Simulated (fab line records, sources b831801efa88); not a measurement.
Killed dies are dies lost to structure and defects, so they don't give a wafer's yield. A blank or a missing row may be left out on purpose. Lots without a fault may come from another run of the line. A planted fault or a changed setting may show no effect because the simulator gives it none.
Chamber matching | flow gf180mcu | GF_V2_CMP_04 on cmp-01: 4 sister chambers
The step polishes SiO2. 8 wafers are shown with their chamber, then 11 later ones without.

WAFERS WITH THEIR CHAMBER
wafer  | chamber | motor_current_A (A) | time_to_endpoint_s (s)
L082.4 | 1       | 10.0                | 84
L083.5 | 0       | 10.1                | 87
L087.2 | 3       | 14.2                | 73
L087.6 | 2       | 11.6                | 84
L088.4 | 3       | 14.0                | 73
L088.5 | 0       | 10.4                | 84
L088.6 | 1       | 10.7                | 86
L089.2 | 2       | 12.0                | 80

WAFERS WITHOUT THEIR CHAMBER
wafer  | motor_current_A (A) | time_to_endpoint_s (s)
L089.4 | 10.5                | 84
L089.5 | 9.9                 | 87
L092.1 | 9.7                 | 85
L092.2 | 14.2                | 77
L092.3 | 10.1                | 84
L094.2 | 10.0                | 82
L094.3 | 9.7                 | 80
L094.4 | 13.9                | 77
L096.1 | 9.8                 | 77
L096.2 | 10.4                | 79
L096.4 | 12.4                | 79

WHICH CHAMBER EACH WENT THROUGH
wafer  | from the rows above          | in truth
L089.4 | can't be placed: 1 or 0      | 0
L089.5 | can't be placed: 0 or 1      | 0
L092.1 | can't be placed: 0 or 1      | 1
L092.2 | 3                            | 3
L092.3 | can't be placed: 0 or 1      | 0
L094.2 | can't be placed: 1 or 0      | 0
L094.3 | can't be placed: 1 or 0      | 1
L094.4 | 3                            | 3
L096.1 | can't be placed: 1 or 0      | 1
L096.2 | can't be placed: 1 or 0 or 2 | 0
L096.4 | 2                            | 2
Placed correctly: 3 of 11. Can't be placed from these rows: 8 (the true chamber is among the candidates in 8). Placed wrongly: 0.
How it was worked out, from the rows above alone: a wafer's distance from a chamber is the root of the sum, over the readings, of the square of ((its reading less the chamber's mean) divided by the reading's scatter). The wafer belongs to the nearest chamber; if the next one is less than 2 further off, it can't be placed. A chamber's mean is the mean of its shown wafers. The scatter: the root of (the sum of the squares of (reading less its chamber's mean) over the shown wafers, divided by (wafers less chambers)).
